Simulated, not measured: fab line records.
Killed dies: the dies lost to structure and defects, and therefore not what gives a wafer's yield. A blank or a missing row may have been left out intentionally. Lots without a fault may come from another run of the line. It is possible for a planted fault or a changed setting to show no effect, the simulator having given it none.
The tool behind it: which one?	flow sky130	12 lots, 34 wafers sampled, at 2 steps of a route of 708

## WHAT THE GAUGES READ, wafer by wafer
SKY_VIA3_THK_MEAS_01. Usual: VIA3_HDPCVD_THK typically reads 1640 nm, with standard deviation 21.
lot	measured	on	VIA3_HDPCVD_THK (nm)	flag
L251	day 37 06:56	film-metro-04	1629 1633 1624	
L252	day 38 09:37	film-metro-02	1638 1649 1647	
L256	day 40 09:05	film-metro-02	1698 1685	
L258	day 41 05:53	film-metro-02	1626 1625	
L267	day 44 01:19	film-metro-04	1643 1642 1637	
L264	day 44 00:43	film-metro-02	1656 1642 1633	
L263	day 44 04:19	film-metro-03	1623 1629 1633	
L269	day 44 06:23	film-metro-03	1634 1625 1606	
L270	day 44 07:57	film-metro-02	1662 1630 1624	
L271	day 44 21:32	film-metro-02	1656 1655 1659	
L272	day 45 13:22	film-metro-02	1656 1616 1664	
L274	day 45 19:48	film-metro-03	1656 1663 1636	

## EACH LOT AND THE TOOL THAT RAN IT (in order: tool; ch and the chambers of the sampled wafers; start)
lot	SKY_VIA1_CMP_24
L251	cmp-01 ch 0,2,3, day 33 00:13
L252	cmp-01 ch 0,1,3, day 34 01:17
L256	cmp-01 ch 0,1, day 35 21:41
L258	cmp-02 ch 1,2, day 36 18:49
L267	cmp-01 ch 0,1,3, day 39 17:40
L264	cmp-01 ch 0,1,2, day 39 18:13
L263	cmp-02 ch 0,1, day 39 23:28
L269	cmp-02 ch 0,1, day 40 03:25
L270	cmp-02 ch 0,1,3, day 40 03:43
L271	cmp-01 ch 0,2,3, day 40 18:23
L272	cmp-02 ch 0,1,3, day 41 12:38
L274	cmp-01 ch 0,1,2, day 41 18:55
- SKY_VIA1_CMP_24: polishes, stops on SiO2, t overpolish 15 s, target thk 0 nm.

## WHAT THE TOOLS THEMSELVES READ (means of the sampled wafers that have a number; where no wafer has one, the mark that the record gives instead)
SKY_VIA1_CMP_24. Usual: motor-current-A 11.0 A, standard deviation 0.97; overpolish-run-s 15.000 s, standard deviation 0.0095; retaining-ring-pressure-frac 1.001, standard deviation 0.0045; time-to-endpoint-s 64.7 s, standard deviation 2.5.
lot	tool	motor-current-A (A)	overpolish-run-s (s)	retaining-ring-pressure-frac	time-to-endpoint-s (s)	flag
L251	cmp-01	10.7	14.995	1.002	62.5	
L252	cmp-01	10.6	14.995	0.999	65.6	
L256	cmp-01	10.3	15.003	0.999	67.7	
L258	cmp-02	11.1	14.995	0.999	60.5	
L267	cmp-01	10.8	15.006	1.001	66.4	
L264	cmp-01	10.6	15.007	1.003	65.5	
L263	cmp-02	10.2	15.006	1.000	61.6	
L269	cmp-02	11.0	14.995	0.998	63.6	
L270	cmp-02	10.7	14.993	1.005	64.3	
L271	cmp-01	10.6	15.000	0.998	65.6	
L272	cmp-02	10.8	14.999	1.001	64.3	
L274	cmp-01	10.7	15.001	1.001	65.1	

## THE ANSWER, worked out from the rows above alone
Rule: a lot counts as off when the mean over its wafers that have a number is more than 3 standard deviations away from the usual mean. A lot without any number at a reading at which 4 lots or more have one is off too. All remaining lots with rows at the step are treated as sound. The gauges are gone through in route order, then the tools' own readings, and for those a lot's mean is taken as printed above. At the first step where some lot is off, the reading lying furthest off is the one used; lots without a number count as furthest.
Across all readings shown, no lot is off: no conclusion can be drawn from this.

## WHAT THE SIMULATOR HAD INSERTED
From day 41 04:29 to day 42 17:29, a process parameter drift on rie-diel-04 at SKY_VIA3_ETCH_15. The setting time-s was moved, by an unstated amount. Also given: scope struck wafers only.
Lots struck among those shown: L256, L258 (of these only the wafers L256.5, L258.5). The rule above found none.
